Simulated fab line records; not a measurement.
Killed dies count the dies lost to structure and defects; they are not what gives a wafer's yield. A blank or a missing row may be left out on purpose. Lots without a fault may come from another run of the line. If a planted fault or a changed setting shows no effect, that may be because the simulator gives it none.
fab line records | flow sky130
record: lots: 6 | wafers: 18 | last_day: 50
route steps=708 shown METAL4@633 VIA4@639 PAD_OPEN@708
lots that met no fault: from a run of the same line without faults
start_h: hours from the record's opening day to when the first of the lot's shown wafers began | wait_h: hours from the lot's prior step to this one | " unchanged from the row above | L1.1+2: several wafers, shown together as one row | - either no value or no given start | * or withheld: withheld | < > ~ a bound
route shown NAME@n: a module of which the file shows steps, and the number in the route of the first | usual: the fault-free wafers' mean and standard deviation | same: alike in all rows | chamber/n: place in a boat | sites: each site's reading | _std_site: the values' standard deviation | _edge_site: the outer-site mean with the inner-site mean subtracted | radius_mm: how far each site lies from the wafer's centre | mask NAME#n: copy n | behind: tool/chamber where the wafer was last shaped | hold: the reason the lot was held/the length of the hold in hours/how it ended | device: whichever transistor did not switch (one of n, p or np) | end of line: the tests these same wafers got at the end of their route | where a step has no rows: the recipe by itself | killed: at the first sort, the dies lost to defects and structure; wafer yield is something else | map: a wafer's dies, x killed, . not, _ none there
set.NAME: the setting the step ran with; set.NAME@STEP: the setting that earlier step ran with | model.NAME: the simulator's own value behind a step, which no gauge read
lots seen at some steps along the route; tables by step, rows by wafer
services: a tool's chamber out of use, with start hour (start_h, from the record's first day; less than 0 if before it), hours out, and reason
== steps ==
step: SKY_METAL4_ETCH_17
recipe: target: SiO2 | stop_on: TiN | chemistry: C4F8/O2/Ar | source_w: 1500 | bias_w: 1200 | pressure_mtorr: 40 | c4f8_flow_sccm: withheld | O2_flow_sccm: 6 | Ar_flow_sccm: 300 | time_s: 3.9 | target_depth_a: 150
usual: oes_product_au: 0.754/0.0069
same: time_s: 3.9
lot.wafer | tool        | chamber | start_h | wait_h | oes_product_au | rf_hours_counter_h
L284.1    | rie_diel-04 | 2       | 1014.44 | 0.1    | 0.752          | 24
L284.4    | "           | 1       | "       | "      | 0.766          | 16
L284.6    | "           | 3       | "       | "      | 0.762          | -
L289.2    | rie_diel-04 | 3       | 1048.03 | 0.1    | 0.754          | 11
L289.3    | "           | 0       | "       | "      | 0.751          | 13
L289.6    | "           | 2       | "       | "      | 0.753          | -
L290.2    | rie_diel-01 | 0       | 1055.15 | 0.1    | 0.753          | 10
L290.3    | "           | 3       | "       | "      | 0.754          | 13
L290.5    | "           | 3       | "       | "      | 0.764          | -
L292.1    | rie_diel-04 | 0       | 1074.60 | 0.1    | 0.751          | 14
L292.3    | "           | 2       | "       | "      | 0.753          | 26
L292.5    | "           | 3       | "       | "      | 0.764          | -
L298.2    | rie_diel-01 | 0       | 1104.10 | 0.1    | 0.743          | 11
L298.3    | "           | 1       | "       | "      | 0.755          | 20
L298.6    | "           | 2       | "       | "      | 0.753          | -
L299.2    | rie_diel-01 | 0       | 1110.74 | 0.1    | 0.746          | 11
L299.5    | "           | 3       | "       | "      | 0.759          | -
L299.6    | "           | 0       | "       | "      | 0.752          | -
step: SKY_METAL4_METAL_ETCH_18
recipe: target_depth_a: 8450 | stop_on: SiO2 | over_etch_frac: 0.3 | time_s: 183.1 | chemistry: Cl2/BCl3 | resist_sidewall_deg: 88 | pressure_mtorr: 10 | icp_w: 900 | bias_w: 48.5 | Cl2_flow_sccm: 60 | bcl3_flow_sccm: 30
usual: drypump_motor_current_A: 5.7/0.39 | oes_product_au: 0.865/0.0071 | throttle_valve_pct: 22.265/0.0093
same: time_s: 183.1
lot.wafer | tool         | chamber | start_h | wait_h | drypump_motor_current_A | oes_product_au | rf_hours_counter_h | throttle_valve_pct
L284.1    | rie_metal-04 | 1       | 1014.46 | 0.0    | 5.8                     | 0.853          | 18                 | 22.257
L284.4    | "            | 0       | "       | "      | 5.9                     | 0.866          | -                  | 22.259
L284.6    | "            | 1       | "       | "      | 5.8                     | 0.869          | -                  | 22.264
L289.2    | rie_metal-03 | 0       | 1048.05 | 0.0    | 5.9                     | 0.866          | 19                 | 22.264
L289.3    | "            | 1       | "       | "      | 5.5                     | 0.866          | -                  | 22.254
L289.6    | "            | 0       | "       | "      | 5.9                     | 0.874          | -                  | 22.256
L290.2    | rie_metal-04 | 0       | 1055.17 | 0.0    | 5.9                     | 0.865          | 22                 | 22.256
L290.3    | "            | 0       | "       | "      | 5.9                     | 0.871          | -                  | 22.274
L290.5    | "            | 0       | "       | "      | 5.9                     | 0.861          | -                  | 22.275
L292.1    | rie_metal-01 | 0       | 1074.62 | 0.0    | 4.9                     | 0.868          | 7                  | 22.265
L292.3    | "            | 0       | "       | "      | 4.9                     | 0.863          | -                  | 22.264
L292.5    | "            | 1       | "       | "      | 6.0                     | 0.872          | -                  | 22.266
L298.2    | rie_metal-03 | 0       | 1104.12 | 0.0    | 5.9                     | 0.855          | 23                 | 22.261
L298.3    | "            | 0       | "       | "      | 5.9                     | 0.875          | -                  | 22.282
L298.6    | "            | 0       | "       | "      | 5.9                     | 0.861          | -                  | 22.271
L299.2    | rie_metal-04 | 1       | 1110.76 | 0.0    | 5.8                     | 0.872          | 23                 | 22.265
L299.5    | "            | 0       | "       | "      | 5.9                     | 0.859          | -                  | 22.280
L299.6    | "            | 1       | "       | "      | 5.7                     | 0.859          | -                  | 22.253
step: SKY_METAL4_STRIP_19
recipe: chemistry: O2/N2 | power_w: 1400 | pressure_mtorr: 1500 | platen_temp_c: withheld | o2_flow_sccm: 3000 | n2_flow_sccm: 300 | overash_fraction: 0.5
usual: drypump_motor_current_A: 6.1/0.42 | oes_product_au: 0.503/0.0058 | strip_time_to_endpoint_s: 6.56/0.099
lot.wafer | tool            | chamber | start_h | wait_h | drypump_motor_current_A | oes_product_au | rf_hours_counter_h | strip_time_to_endpoint_s
L284.1    | plasma_asher-02 | 1       | 1014.63 | 0.1    | 5.6                     | 0.506          | 57                 | 6.53
L284.4    | "               | 1       | "       | "      | 5.7                     | 0.507          | -                  | 6.60
L284.6    | "               | 0       | "       | "      | 6.1                     | 0.498          | -                  | 6.48
L289.2    | plasma_asher-02 | 0       | 1048.23 | 0.1    | 6.1                     | 0.493          | 61                 | 6.43
L289.3    | "               | 0       | "       | "      | 6.0                     | 0.506          | -                  | 6.64
L289.6    | "               | 0       | "       | "      | 6.1                     | 0.500          | -                  | 6.44
L290.2    | plasma_asher-01 | 0       | 1055.35 | 0.1    | 6.7                     | 0.503          | 96                 | 6.57
L290.3    | "               | 0       | "       | "      | 6.7                     | 0.509          | -                  | 6.55
L290.5    | "               | 1       | "       | "      | 5.9                     | 0.505          | -                  | 6.51
L292.1    | plasma_asher-02 | 1       | 1074.80 | 0.1    | 5.7                     | 0.503          | 64                 | 6.46
L292.3    | "               | 1       | "       | "      | 5.6                     | 0.495          | -                  | 6.45
L292.5    | "               | 1       | "       | "      | 5.6                     | 0.502          | -                  | 6.49
L298.2    | plasma_asher-01 | 1       | 1104.30 | 0.1    | 5.9                     | 0.512          | 101                | 6.56
L298.3    | "               | 1       | "       | "      | 5.9                     | 0.496          | -                  | 6.66
L298.6    | "               | 1       | "       | "      | 5.9                     | 0.502          | -                  | 6.60
L299.2    | plasma_asher-01 | 0       | 1110.93 | 0.1    | 6.7                     | 0.509          | 102                | 6.62
L299.5    | "               | 1       | "       | "      | 5.9                     | 0.507          | -                  | 6.60
L299.6    | "               | 0       | "       | "      | 6.7                     | 0.506          | -                  | 6.57
step: SKY_METAL4_STRIP_20
recipe: chemistry: post_etch_residue_remover | time_s: 1200 | temp_c: 72.5
step: SKY_METAL4_CLEAN_21
recipe: chemistry: IPA | time_s: 180 | temp_c: 25
step: SKY_METAL4_CLEAN_22
recipe: chemistry: O3/DIW | dry: n2_spin
step: SKY_VIA4_HDPCVD_00
recipe: material: SiO2 | target_thk_nm: 1750 | sigma_open_frac: 0.3 | time_s: 282.1 | temp_c: 400 | sih4_flow_sccm: 60 | pressure_mtorr: 6
step: SKY_VIA4_THK_MEAS_01
recipe: reads: SiO2_of_VIA4_HDPCVD_00
usual: VIA4_HDPCVD_THK: 1686/21
lot.wafer | tool          | chamber | start_h | wait_h | VIA4_HDPCVD_THK[nm]
L284.1    | film_metro-03 | -       | 1015.40 | 0.1    | 1707
L284.4    | "             | -       | "       | "      | 1740
L284.6    | "             | -       | "       | "      | 1728
L289.2    | film_metro-01 | -       | 1049.10 | 0.1    | 1675
L289.3    | "             | -       | "       | "      | 1713
L289.6    | "             | -       | "       | "      | 1694
L290.2    | film_metro-03 | -       | 1056.13 | 0.1    | 1635
L290.3    | "             | -       | "       | "      | 1687
L290.5    | "             | -       | "       | "      | 1657
L292.1    | film_metro-03 | -       | 1075.61 | 0.1    | 1664
L292.3    | "             | -       | "       | "      | 1707
L292.5    | "             | -       | "       | "      | 1682
L298.2    | film_metro-02 | -       | 1105.08 | 0.1    | 1686
L298.3    | "             | -       | "       | "      | 1691
L298.6    | "             | -       | "       | "      | 1682
L299.2    | film_metro-03 | -       | 1111.71 | 0.1    | 1699
L299.5    | "             | -       | "       | "      | 1708
L299.6    | "             | -       | "       | "      | 1691
step: SKY_VIA4_CMP_02
recipe: material: SiO2 | down_force_psi: 4 | platen_rpm: 60 | pad_velocity_m_s: 0.94248
usual: motor_current_A: 11.4/0.86 | platen_rpm: 60.00/0.041
lot.wafer | tool   | chamber | start_h | wait_h | motor_current_A | platen_rpm
L284.1    | cmp-02 | 0       | 1015.46 | 0.1    | 10.7            | 60.01
L284.4    | "      | 1       | "       | "      | 12.0            | 59.96
L284.6    | "      | 0       | "       | "      | 11.1            | 60.08
L289.2    | cmp-02 | 0       | 1049.25 | 0.1    | 11.3            | 60.03
L289.3    | "      | 1       | "       | "      | 11.4            | 59.93
L289.6    | "      | 2       | "       | "      | 11.9            | 59.98
L290.2    | cmp-01 | 0       | 1056.35 | 0.2    | 10.9            | 59.97
L290.3    | "      | 2       | "       | "      | 12.3            | 59.99
L290.5    | "      | 0       | "       | "      | 11.1            | 59.95
L292.1    | cmp-01 | 2       | 1075.67 | 0.1    | 13.0            | 59.97
L292.3    | "      | 0       | "       | "      | 11.5            | 60.02
L292.5    | "      | 2       | "       | "      | 12.4            | 60.07
L298.3    | cmp-01 | 2       | 1105.13 | 0.0    | 12.5            | 60.02
L298.2    | "      | 1       | "       | "      | 9.2             | 59.93
L298.6    | "      | 3       | "       | "      | 11.3            | 59.97
L299.2    | cmp-01 | 3       | 1111.76 | 0.0    | 11.3            | 59.99
L299.6    | "      | 3       | "       | "      | 11.0            | 60.06
L299.5    | "      | 0       | "       | "      | 11.0            | 59.96
step: SKY_VIA4_BOW_MEAS_03
recipe: mode: bow
usual: VIA4_BOW: 80/9.6
lot.wafer | tool          | chamber | start_h | wait_h | VIA4_BOW[um]
L284.1    | film_metro-03 | -       | 1015.76 | 0.2    | 59
L284.4    | "             | -       | "       | "      | 92
L284.6    | "             | -       | "       | "      | 64
L289.2    | film_metro-02 | -       | 1049.47 | 0.2    | 89
L289.3    | "             | -       | "       | "      | 80
L289.6    | "             | -       | "       | "      | 103
L290.2    | film_metro-01 | -       | 1056.62 | 0.2    | 71
L290.3    | "             | -       | "       | "      | 78
L290.5    | "             | -       | "       | "      | 80
L292.1    | film_metro-03 | -       | 1075.97 | 0.2    | 62
L292.3    | "             | -       | "       | "      | 81
L292.5    | "             | -       | "       | "      | 80
L298.2    | film_metro-02 | -       | 1105.45 | 0.1    | 80
L298.3    | "             | -       | "       | "      | 77
L298.6    | "             | -       | "       | "      | 86
L299.2    | film_metro-01 | -       | 1112.08 | 0.3    | 79
L299.5    | "             | -       | "       | "      | 98
L299.6    | "             | -       | "       | "      | 97
step: SKY_VIA4_DEHYDRATE_04
recipe: temp_c: 200 | time_s: 60
step: SKY_VIA4_HMDS_05
recipe: prime_time_s: 60 | prime_temp_c: 120
step: SKY_VIA4_COAT_06
recipe: resist: NOVOLAK | spin_rpm: 3000 | resist_thk_nm: 1140
usual: chill_plate_temp_C: 22.99/0.1
lot.wafer | tool           | chamber | start_h | wait_h | chill_plate_temp_C | model.NOVOLAK_of_VIA4_COAT_06.thk_nm
L284.1    | litho_track-02 | 0       | 1027.06 | 0.1    | 22.78              | 1136
L284.4    | "              | 0       | "       | "      | 22.90              | 1138
L284.6    | "              | 0       | "       | "      | 22.74              | 1136
L289.2    | litho_track-02 | 0       | 1059.34 | 0.1    | 22.96              | 1033
L289.3    | "              | 0       | "       | "      | 22.98              | 1034
L289.6    | "              | 0       | "       | "      | 23.15              | 1034
L290.2    | litho_track-02 | 0       | 1067.04 | 0.1    | 22.85              | 1033
L290.3    | "              | 0       | "       | "      | 23.10              | 1029
L290.5    | "              | 0       | "       | "      | 23.06              | 1031
L292.1    | litho_track-03 | 0       | 1086.00 | 0.1    | 23.02              | 1145
L292.3    | "              | 0       | "       | "      | 22.95              | 1143
L292.5    | "              | 0       | "       | "      | 22.85              | 1144
L298.2    | litho_track-03 | 0       | 1115.03 | 0.1    | 22.97              | 1135
L298.3    | "              | 0       | "       | "      | 23.10              | 1134
L298.6    | "              | 0       | "       | "      | 23.08              | 1138
L299.2    | litho_track-04 | 0       | 1121.07 | 0.1    | 22.97              | 1138
L299.5    | "              | 0       | "       | "      | 22.90              | 1135
L299.6    | "              | 0       | "       | "      | 22.96              | 1138
step: SKY_VIA4_SOFTBAKE_07
recipe: temp_c: 90 | time_s: 60 | resist: NOVOLAK
step: SKY_VIA4_EXPOSE_08
recipe: mask_id: VIM4 | na: 0.6 | source_shape: conventional | sigma_outer: 0.6 | polarization: unpolarized | target_cd_nm: 800 | dose_mj: 132
step: SKY_VIA4_PEB_09
recipe: temp_c: withheld | time_s: * | resist: NOVOLAK
step: SKY_VIA4_DEVELOP_10
recipe: resist: NOVOLAK | developer: TMAH | develop_time_s: 60 | dev_temp_c: 23
step: SKY_VIA4_OVL_MEAS_11
usual: VIA4_OVL: 1.3/1.6
lot.wafer | tool       | chamber | start_h | wait_h | VIA4_OVL[nm]
L284.1    | overlay-01 | -       | 1037.65 | 0.1    | -1.0
L284.4    | "          | -       | "       | "      | 0.1
L284.6    | "          | -       | "       | "      | -1.6
L289.2    | overlay-02 | -       | 1070.51 | 0.1    | -0.4
L289.3    | "          | -       | "       | "      | 0.6
L289.6    | "          | -       | "       | "      | -0.2
L290.2    | overlay-01 | -       | 1077.56 | 0.1    | 2.0
L290.3    | "          | -       | "       | "      | 2.1
L290.5    | "          | -       | "       | "      | 2.1
L292.1    | overlay-01 | -       | 1096.21 | 0.1    | 1.0
L292.3    | "          | -       | "       | "      | 1.4
L292.5    | "          | -       | "       | "      | 2.7
L298.2    | overlay-02 | -       | 1125.07 | 0.1    | 1.9
L298.3    | "          | -       | "       | "      | 0.6
L298.6    | "          | -       | "       | "      | 1.4
L299.2    | overlay-01 | -       | 1131.47 | 0.1    | -1.5
L299.5    | "          | -       | "       | "      | -3.9
L299.6    | "          | -       | "       | "      | -1.7
step: SKY_VIA4_ETCH_12
recipe: target: SiO2 | chemistry: C4F8/O2/Ar | stop_on: TiN | mask_material: NOVOLAK | source_w: 1500 | bias_w: 1200 | pressure_mtorr: 40 | c4f8_flow_sccm: withheld | O2_flow_sccm: 6 | Ar_flow_sccm: 300 | time_s: withheld | target_depth_a: 5800
usual: oes_product_au: 0.925/0.005
lot.wafer | tool        | chamber | start_h | wait_h | oes_product_au | model.NOVOLAK_of_VIA4_COAT_06.thk_nm | model.VIA4.cd_nm
L284.1    | rie_diel-01 | 1       | 1037.68 | 0.0    | 0.922          | 1005                                 | 802.1
L284.4    | "           | 3       | "       | "      | 0.926          | 1007                                 | 801.4
L284.6    | "           | 1       | "       | "      | 0.932          | 1005                                 | 802.8
L289.2    | rie_diel-04 | 2       | 1070.54 | 0.0    | 0.921          | 900.3                                | 807.3
L289.3    | "           | 1       | "       | "      | 0.917          | 905.7                                | 809.6
L289.6    | "           | 1       | "       | "      | 0.921          | 906.3                                | 808
L290.2    | rie_diel-02 | 2       | 1077.59 | 0.0    | 0.926          | 902.5                                | 812.8
L290.3    | "           | 1       | "       | "      | 0.931          | 895.4                                | 812.8
L290.5    | "           | 3       | "       | "      | 0.924          | 895.3                                | 814.6
L292.1    | rie_diel-04 | 2       | 1096.25 | 0.0    | 0.927          | 1010                                 | 796.8
L292.3    | "           | 1       | "       | "      | 0.929          | 1014                                 | 795.7
L292.5    | "           | 2       | "       | "      | 0.929          | 1009                                 | 798.6
L298.2    | rie_diel-04 | 1       | 1125.10 | 0.0    | 0.921          | 1004                                 | 799.7
L298.3    | "           | 0       | "       | "      | 0.925          | 1003                                 | 801.3
L298.6    | "           | 0       | "       | "      | 0.922          | 1006                                 | 800.4
L299.2    | rie_diel-01 | 2       | 1131.50 | 0.0    | 0.939          | 1007                                 | 798.8
L299.5    | "           | 2       | "       | "      | 0.928          | 1004                                 | 801.3
L299.6    | "           | 3       | "       | "      | 0.925          | 1004                                 | 798.1
step: SKY_VIA4_STRIP_13
recipe: chemistry: O2/N2 | power_w: 1400 | pressure_mtorr: 1500 | platen_temp_c: withheld | o2_flow_sccm: 3000 | n2_flow_sccm: 300 | overash_fraction: 0.5
usual: drypump_motor_current_A: 5.9/0.37 | oes_product_au: 0.710/0.0041 | strip_time_to_endpoint_s: 12.797/0.03
lot.wafer | tool            | chamber | start_h | wait_h | drypump_motor_current_A | oes_product_au | rf_hours_counter_h | strip_time_to_endpoint_s
L284.1    | plasma_asher-04 | 0       | 1037.76 | -      | 5.4                     | 0.711          | 120                | 12.787
L284.4    | "               | 1       | "       | "      | 6.3                     | 0.709          | -                  | 12.826
L284.6    | "               | 0       | "       | "      | 5.4                     | 0.710          | -                  | 12.799
L289.2    | plasma_asher-03 | 0       | 1070.61 | -      | 5.6                     | 0.703          | 32                 | 11.578
L289.3    | "               | 0       | "       | "      | 5.6                     | 0.711          | -                  | 11.642
L289.6    | "               | 1       | "       | "      | 6.1                     | 0.711          | -                  | 11.636
L290.2    | plasma_asher-02 | 0       | 1077.66 | -      | 6.0                     | 0.701          | 64                 | 11.618
L290.3    | "               | 1       | "       | "      | 5.6                     | 0.708          | -                  | 11.509
L290.5    | "               | 1       | "       | "      | 5.6                     | 0.704          | -                  | 11.516
L292.1    | plasma_asher-03 | 1       | 1096.32 | -      | 6.1                     | 0.713          | 35                 | 12.787
L292.3    | "               | 0       | "       | "      | 5.5                     | 0.707          | -                  | 12.851
L292.5    | "               | 1       | "       | "      | 6.1                     | 0.720          | -                  | 12.797
L298.2    | plasma_asher-04 | 1       | 1125.17 | -      | 6.3                     | 0.710          | 5                  | 12.776
L298.3    | "               | 1       | "       | "      | 6.3                     | 0.711          | -                  | 12.786
L298.6    | "               | 1       | "       | "      | 6.3                     | 0.713          | -                  | 12.801
L299.2    | plasma_asher-03 | 1       | 1131.57 | -      | 6.1                     | 0.706          | 38                 | 12.824
L299.5    | "               | 1       | "       | "      | 6.1                     | 0.706          | -                  | 12.792
L299.6    | "               | 0       | "       | "      | 5.6                     | 0.712          | -                  | 12.787
step: SKY_VIA4_STRIP_14
recipe: chemistry: post_etch_residue_remover | time_s: 1200 | temp_c: 72.5
step: SKY_PAD_OPEN_PROBE_99
usual: defect_limited_yield: 82.4/1.9 | killed_at_M0_to_M3: 44/7.2 | killed_at_M4_up: 3.1/1.8 | killed_at_contacts: 25/5.2 | killed_at_front_end: 15/3.9 | killed_at_other: 0.2/0.5 | killed_dies: 86/9.5 | killed_open: 47/7.3 | killed_short: 40/6 | sort_bin_3_pad_short: 0.8/0.44 | sort_bin_5_function: 10.4/1.5 | sort_bin_6_memory: 6.3/1.1 | sort_n_pass: 406/9.5 | sort_yield_pct: 82.4/1.9
same: gross_dies: 492 | killed_at_back_side: 0 | sort_bin_4_leakage[%]: 0 | sort_bin_8_speed[%]: 0
lot.wafer | tool      | chamber | start_h | wait_h | defect_limited_yield[%] | killed_at_M0_to_M3 | killed_at_M4_up | killed_at_contacts | killed_at_front_end | killed_at_other | killed_dies | killed_open | killed_short | sort_bin_3_pad_short[%] | sort_bin_5_function[%] | sort_bin_6_memory[%] | sort_n_pass | sort_yield_pct[%]
L284.1    | prober-01 | -       | 1105.36 | 0.1    | 83.7                    | 44                 | 2               | 27                 | 7                   | 0               | 80          | 36          | 44           | 0                       | 8.5                    | 7.7                  | 412         | 83.7
L284.4    | prober-01 | -       | 1105.51 | 0.2    | 81.7                    | 47                 | 3               | 24                 | 16                  | 0               | 90          | 33          | 57           | 1.4                     | 10.4                   | 6.5                  | 402         | 81.7
L284.6    | prober-01 | -       | 1105.61 | 0.2    | 80.7                    | 52                 | 4               | 23                 | 16                  | 0               | 95          | 51          | 44           | 1.0                     | 11.8                   | 6.5                  | 397         | 80.7
L290.2    | prober-02 | -       | 1142.57 | 0.1    | 79.1                    | 62                 | 3               | 24                 | 14                  | 0               | 103         | 52          | 51           | 1.6                     | 13.2                   | 6.1                  | 389         | 79.1
L290.3    | prober-02 | -       | 1142.62 | 0.2    | 84.3                    | 41                 | 1               | 25                 | 10                  | 0               | 77          | 42          | 35           | 0.6                     | 8.7                    | 6.3                  | 415         | 84.3
L290.5    | prober-02 | -       | 1142.72 | 0.2    | 82.3                    | 44                 | 5               | 22                 | 16                  | 0               | 87          | 47          | 40           | 0.4                     | 10.4                   | 6.9                  | 405         | 82.3
killed by level:class
L284.1 CONTACT:geometric_particle:open=9 LI_CONTACT:geometric_particle:open=7 VIA1:geometric_particle:short=6 VIA1:geometric_particle:open=6 VIA2:geometric_particle:short=6 VIA2:geometric_particle:open=6 CONTACT:geometric_particle:short=5 METAL2:geometric_particle:short=5
L284.4 METAL1:geometric_particle:short=12 CONTACT:geometric_particle:open=9 VIA1:geometric_particle:short=9 LI_CONTACT:geometric_particle:short=6 FIELD_ISO:geometric_particle:short=5 VIA1:geometric_particle:open=5 VIA2:geometric_particle:open=5 METAL2:geometric_particle:short=5
L284.6 VIA1:geometric_particle:open=14 VIA3:geometric_particle:open=10 CONTACT:geometric_particle:open=8 LI_CONTACT:geometric_particle:short=7 METAL1:geometric_particle:short=6 METAL2:geometric_particle:short=6 LI_CONTACT:geometric_particle:open=5 FIELD_ISO:geometric_particle:short=3
L290.2 VIA1:geometric_particle:open=11 VIA2:geometric_particle:open=10 LI_CONTACT:geometric_particle:open=9 VIA1:geometric_particle:short=9 METAL1:geometric_particle:short=8 FIELD_ISO:geometric_particle:open=6 VIA3:geometric_particle:open=6 LOCAL_INTERCONNECT:geometric_particle:short=5
L290.3 VIA1:geometric_particle:open=11 LI_CONTACT:geometric_particle:open=9 CONTACT:geometric_particle:open=7 METAL2:geometric_particle:short=6 LI_CONTACT:geometric_particle:short=5 METAL1:geometric_particle:short=5 VIA2:geometric_particle:open=5 FIELD_ISO:geometric_particle:open=3
L290.5 VIA1:geometric_particle:open=15 LI_CONTACT:geometric_particle:open=10 VIA1:geometric_particle:short=8 FIELD_ISO:geometric_particle:open=5 LOCAL_INTERCONNECT:geometric_particle:short=5 METAL2:geometric_particle:short=4 POLY_GATE:geometric_particle:short=4 METAL1:geometric_particle:short=4
== services ==
tool            | chamber | start_h | hours | kind
plasma_asher-04 | -       | 991.64  | 1.3   | repair
rie_diel-02     | 0       | 992.54  | 2.4   | repair
rie_diel-02     | 3       | 1006.26 | 4.6   | repair
rie_diel-02     | 2       | 1007.23 | 3.2   | repair
rie_diel-04     | 1       | 1017.73 | 36.8  | repair
plasma_asher-01 | -       | 1023.03 | 0.8   | repair
cmp-02          | -       | 1023.69 | 7.2   | pm
rie_metal-04    | 1       | 1030.04 | 22.0  | repair
cmp-02          | -       | 1030.87 | 4.6   | pm
rie_diel-01     | 2       | 1045.43 | 4.3   | repair
plasma_asher-04 | -       | 1048.52 | 1.3   | repair
plasma_asher-04 | -       | 1055.16 | 8.6   | repair
plasma_asher-01 | -       | 1060.97 | 2.0   | repair
plasma_asher-04 | -       | 1063.76 | 9.0   | pm
rie_diel-01     | -       | 1070.07 | 0.9   | repair
rie_diel-01     | 0       | 1077.18 | 3.7   | repair
cmp-02          | -       | 1078.63 | 1.6   | repair
cmp-02          | -       | 1084.28 | 4.0   | pm
cmp-01          | -       | 1085.69 | 1.4   | repair
rie_metal-03    | -       | 1105.54 | 1.4   | pm
rie_diel-01     | 1       | 1108.35 | 2.4   | repair
plasma_asher-01 | -       | 1118.28 | 0.9   | repair
rie_metal-04    | -       | 1118.94 | 0.5   | repair
rie_diel-02     | 2       | 1126.08 | 11.8  | repair
== key ==
first_sign: step: SKY_VIA4_STRIP_13 | reading: strip_time_to_endpoint_s | direction: down | sigmas: 41 | usual: * | struck: *
effect none on later readings
model_effect: step: SKY_VIA4_COAT_06 | value: NOVOLAK_of_VIA4_COAT_06.thk_nm | without: 1138 | struck: 1033
model_effect: step: SKY_VIA4_ETCH_12 | value: NOVOLAK_of_VIA4_COAT_06.thk_nm | without: 1006 | struck: 900.9
met_at SKY_VIA4_COAT_06
struck_wafers L289.2,L289.3,L289.6,L290.2,L290.3,L290.5
onset_between 1027.06 1059.34
fault: kind: process_parameter_drift | tool: litho_track-02 | chamber: - | onset_h: 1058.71 | steps: SKY_VIA4_COAT_06 | channel: resist_thk_nm | offset: -105.65 | shape: step | end_h: 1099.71 | acts_in: these_recipes_only | stated: 1140
